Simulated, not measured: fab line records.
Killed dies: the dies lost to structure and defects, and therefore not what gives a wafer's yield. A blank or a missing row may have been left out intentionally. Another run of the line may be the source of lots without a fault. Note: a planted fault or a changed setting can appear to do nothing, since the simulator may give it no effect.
One fault seen from 2 desks / flow sky130 / each desk holds nothing but its own numbers, with what lay behind them at the end

METROLOGY DESK
Means of the sampled wafers that have a number, per lot and without regard to the tool the lot ran on: this is what the gauges read. Any lot whose mean is over 4 standard deviations away from the usual mean is out of limits and marked OUT; that distance is given in the brackets.
Columns: A = cd nm at SKY_VIA3_CD_MEAS_12, usual 200.2 nm; B = VIA3_OVL at SKY_VIA3_OVL_MEAS_13, usual -2 nm
lot=L678; first seen here=day 40 02:17; A=203.1; B=7
lot=L681; first seen here=day 40 22:11; A=199.9; B=-3
lot=L686; first seen here=day 42 20:44; A=201.3; B=-2
lot=L687; first seen here=day 42 23:47; A=200.3; B=3
lot=L688; first seen here=day 43 12:29; A=197.8; B=4
lot=L697; first seen here=day 46 00:53; A=201.4; B=-5
lot=L699; first seen here=day 46 10:58; A=199.9; B=-6
Result from this desk: across the 7 lots, nothing is out of limits.

AT THE TOOL OWNER'S DESK: pvd sputter-04
The tool's own readings at SKY_VIA3_SPUTTER_20 (material TiN, target thk 20 nm, time 80 s): means of the sampled wafers that have a number, for each lot that ran on this tool. Any lot whose mean is over 4 standard deviations away from the usual mean is out of limits and marked OUT; that distance is given in the brackets.
Columns: A = cathode dc power W at SKY_VIA3_SPUTTER_20, usual 4000.1 W; B = throttle valve pct at SKY_VIA3_SPUTTER_20, usual 29.7 %
lot=L681; first seen here=day 40 23:02; A=4000.4; B=29.7
lot=L686; first seen here=day 42 21:37; A=3590.0 (-99 or more) OUT; B=30.2
lot=L687; first seen here=day 43 00:38; A=3590.3 (-99 or more) OUT; B=29.1
lot=L688; first seen here=day 43 13:20; A=3589.6 (-99 or more) OUT; B=29.1
This desk's finding: out of limits on L686, L687, L688; first on L686, day 42 21:37 (cathode dc power W at SKY_VIA3_SPUTTER_20). L681 stayed within limits.

TAKEN TOGETHER
On L686, L687, L688, at day 42 21:37, an alarm was possible from the tool owner's desk.
The metrology desk saw nothing out of limits.
The metrology desk has L686, L687, L688 on record, within its limits.
The lots listed all ran SKY_VIA3_SPUTTER_20 on pvd sputter-04.

WHAT THE SIMULATOR HAD INSERTED
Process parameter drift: pvd sputter-04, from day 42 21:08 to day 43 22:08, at SKY_VIA3_SPUTTER_20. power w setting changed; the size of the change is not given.
Struck lots among those shown: L686, L687, L688.
Hours from the fault's start to each desk's first reading out of limits: the tool owner's desk, 0.
